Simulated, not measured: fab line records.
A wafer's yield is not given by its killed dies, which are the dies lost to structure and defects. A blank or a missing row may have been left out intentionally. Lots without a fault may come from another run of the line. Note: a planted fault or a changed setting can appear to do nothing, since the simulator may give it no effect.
Which tool did it? ; flow sky130 ; Sampling: 24 lots, 72 wafers, 4 of 708 route steps

WHAT THE GAUGES SHOWED, per wafer
SKY_FIELD_ISO_CD_MEAS_13: target cd 150 nm. Usual: cd-nm at 149.6 nm, with a standard deviation of 1.3.
lot;measured;on;cd-nm (nm);flag
L074;day 2 05:35;cd-sem-02;149.1 147.7 147.5;
L075;day 2 09:39;cd-sem-01;150.0 150.6 150.7;
L076;day 2 15:06;cd-sem-02;151.8 150.7 149.4;
L077;day 2 20:55;cd-sem-02;150.3 151.2 149.3;
L078;day 3 02:52;cd-sem-02;148.7 148.2 148.9;
L079;day 3 06:27;cd-sem-02;147.2 147.6 147.8;
L080;day 3 13:27;cd-sem-02;151.2 151.3 149.6;
L081;day 3 17:28;cd-sem-01;149.3 150.0 151.0;
L082;day 3 23:35;cd-sem-01;149.2 147.8 147.6;
L083;day 4 03:48;cd-sem-01;149.1 150.2 149.4;
L084;day 4 08:17;cd-sem-02;147.5 147.5 147.6;
L085;day 4 13:23;cd-sem-01;150.2 149.7 149.4;
L086;day 4 19:45;cd-sem-02;150.0 150.5 149.6;
L087;day 5 02:10;cd-sem-01;149.7 151.7 151.6;
L088;day 5 06:08;cd-sem-02;149.5 149.2 151.7;
L089;day 5 11:40;cd-sem-01;150.7 150.9 152.4;
L090;day 5 16:04;cd-sem-01;149.0 148.8 149.1;
L091;day 5 21:55;cd-sem-01;149.1 151.1 150.2;
L092;day 6 01:56;cd-sem-01;148.6 148.4 149.8;
L093;day 6 08:49;cd-sem-01;147.9 150.8 148.9;
L094;day 6 12:57;cd-sem-02;150.4 149.9 147.7;
L095;day 6 18:46;cd-sem-01;149.4 149.1 148.7;
L096;day 6 22:59;cd-sem-02;151.9 150.9 150.6;
L097;day 7 03:33;cd-sem-01;150.4 149.5 148.8;

SKY_CAPM_THK_MEAS_01. Usual: CAPM_CVD_00_THK 15.49 nm, standard deviation 0.25.
lot;measured;on;CAPM_CVD_00_THK (nm);flag
L074;day 36 08:20;film-metro-03;15.74 15.26 15.47;
L075;day 36 10:23;film-metro-02;15.38 15.33 15.63;
L076;day 36 23:55;film-metro-02;15.69 15.67 15.78;
L077;day 37 01:03;film-metro-03;15.37 15.52 15.61;
L078;day 37 12:47;film-metro-01;15.15 15.41 15.42;
L079;day 37 22:30;film-metro-01;15.65 15.55 15.68;
L080;day 38 06:34;film-metro-02;15.04 15.22 15.17;
L081;day 38 08:22;film-metro-03;15.17 15.62 15.26;
L082;day 39 18:32;film-metro-02;15.45 15.06 15.54;
L083;day 39 17:35;film-metro-03;15.20 15.14 15.24;
L084;day 39 20:35;film-metro-03;15.50 15.38 15.62;
L085;day 39 20:14;film-metro-03;15.47 15.56 15.81;
L086;day 40 00:26;film-metro-01;15.21 15.78 15.56;
L087;day 40 06:17;film-metro-01;15.45 14.99 15.28;
L088;day 40 17:17;film-metro-02;15.45 15.13 15.19;
L089;day 41 03:26;film-metro-03;15.89 15.37 15.72;
L090;day 41 03:38;film-metro-01;15.10 15.40 15.44;
L091;day 41 14:10;film-metro-02;15.60 15.55 15.83;
L092;day 41 13:28;film-metro-02;15.19 15.30 15.57;
L093;day 41 20:07;film-metro-02;15.51 15.76 15.80;
L094;day 42 00:48;film-metro-02;15.18 15.38 15.79;
L095;day 42 07:16;film-metro-02;15.28 15.35 15.51;
L096;day 42 17:26;film-metro-02;15.41 15.27 15.99;
L097;day 42 19:53;film-metro-03;15.53 15.65 15.39;

WHICH TOOL RAN EACH LOT (tool, then ch and the chambers of the sampled wafers, then the start)
lot;SKY_VIA2_SPUTTER_20;SKY_METAL3_SPUTTER_04
L074;pvd-sputter-04, day 36 07:29;pvd-sputter-03, day 36 08:16
L075;pvd-sputter-01, day 36 09:31;pvd-sputter-04, day 36 10:17
L076;pvd-sputter-02, day 36 23:02;pvd-sputter-03, day 36 23:50
L077;pvd-sputter-01, day 37 00:11;pvd-sputter-03, day 37 00:59
L078;pvd-sputter-01, day 37 11:56;pvd-sputter-04, day 37 12:43
L079;pvd-sputter-01, day 37 21:38;pvd-sputter-01, day 37 22:25
L080;pvd-sputter-04, day 38 05:41;pvd-sputter-01, day 38 06:28
L081;pvd-sputter-02, day 38 07:30;pvd-sputter-04, day 38 08:17
L082;pvd-sputter-02, day 39 17:40;pvd-sputter-04, day 39 18:27
L083;pvd-sputter-02, day 39 16:44;pvd-sputter-01, day 39 17:31
L084;pvd-sputter-02, day 39 19:44;pvd-sputter-04, day 39 20:31
L085;pvd-sputter-04, day 39 19:23;pvd-sputter-01, day 39 20:10
L086;pvd-sputter-04, day 39 23:35;pvd-sputter-03, day 40 00:22
L087;pvd-sputter-02, day 40 05:26;pvd-sputter-03, day 40 06:13
L088;pvd-sputter-04, day 40 16:26;pvd-sputter-01, day 40 17:13
L089;pvd-sputter-02, day 41 02:35;pvd-sputter-01, day 41 03:22
L090;pvd-sputter-04, day 41 02:41;pvd-sputter-04, day 41 03:32
L091;pvd-sputter-04, day 41 13:17;pvd-sputter-01, day 41 14:04
L092;pvd-sputter-02, day 41 12:36;pvd-sputter-01, day 41 13:23
L093;pvd-sputter-02, day 41 19:16;pvd-sputter-01, day 41 20:03
L094;pvd-sputter-01, day 41 23:57;pvd-sputter-04, day 42 00:43
L095;pvd-sputter-02, day 42 06:25;pvd-sputter-01, day 42 07:12
L096;pvd-sputter-04, day 42 16:35;pvd-sputter-01, day 42 17:21
L097;pvd-sputter-01, day 42 19:02;pvd-sputter-04, day 42 19:48
- SKY_VIA2_SPUTTER_20: material TiN, target thk 20 nm, time 80 s.
- SKY_METAL3_SPUTTER_04: material TiN, target thk 70 nm, time 58.3 s.

WHAT THE TOOLS THEMSELVES READ (means of the sampled wafers that have a number; where no wafer has one, the mark that the record gives instead)
SKY_VIA2_SPUTTER_20. Usual: throttle-valve-pct at 30.0 %, with a standard deviation of 0.98.
lot;tool;throttle-valve-pct (%);flag
L074;pvd-sputter-04;30.0;
L075;pvd-sputter-01;31.1;
L076;pvd-sputter-02;29.7;
L077;pvd-sputter-01;30.6;
L078;pvd-sputter-01;30.2;
L079;pvd-sputter-01;30.8;
L080;pvd-sputter-04;29.6;
L081;pvd-sputter-02;29.7;
L082;pvd-sputter-02;29.6;
L083;pvd-sputter-02;29.5;
L084;pvd-sputter-02;29.3;
L085;pvd-sputter-04;30.9;
L086;pvd-sputter-04;29.5;
L087;pvd-sputter-02;29.8;
L088;pvd-sputter-04;29.8;
L089;pvd-sputter-02;29.6;
L090;pvd-sputter-04;30.5;
L091;pvd-sputter-04;29.7;
L092;pvd-sputter-02;29.8;
L093;pvd-sputter-02;29.7;
L094;pvd-sputter-01;30.8;
L095;pvd-sputter-02;29.7;
L096;pvd-sputter-04;29.7;
L097;pvd-sputter-01;31.1;

SKY_METAL3_SPUTTER_04. Usual: throttle-valve-pct at 30.3 %, with a standard deviation of 1.
lot;tool;throttle-valve-pct (%);flag
L074;pvd-sputter-03;30.1;
L075;pvd-sputter-04;30.9;
L076;pvd-sputter-03;29.7;
L077;pvd-sputter-03;29.6;
L078;pvd-sputter-04;30.3;
L079;pvd-sputter-01;31.0;
L080;pvd-sputter-01;30.8;
L081;pvd-sputter-04;29.7;
L082;pvd-sputter-04;30.5;
L083;pvd-sputter-01;30.7;
L084;pvd-sputter-04;29.5;
L085;pvd-sputter-01;30.7;
L086;pvd-sputter-03;30.4;
L087;pvd-sputter-03;30.2;
L088;pvd-sputter-01;31.0;
L089;pvd-sputter-01;31.2;
L090;pvd-sputter-04;29.1;
L091;pvd-sputter-01;31.1;
L092;pvd-sputter-01;31.0;
L093;pvd-sputter-01;31.4;
L094;pvd-sputter-04;29.1;
L095;pvd-sputter-01;30.4;
L096;pvd-sputter-01;31.1;
L097;pvd-sputter-04;29.7;

THE ANSWER, worked out from the rows above alone
Rule: a lot is off if the mean of its wafers that have a number lies more than 3 standard deviations from the usual mean. A lot without any number at a reading at which 4 lots or more have one is off too. All remaining lots with rows at the step are treated as sound. First the gauges in route order, then the tools' own readings, where a lot's mean is used as printed above. The first step at which some lot is off is used, and at that step the reading that is off furthest; a lot without a number counts as furthest.
No lot is off on any of the readings shown, so nothing can be concluded from this.

WHAT WAS PUT IN BY THE SIMULATOR
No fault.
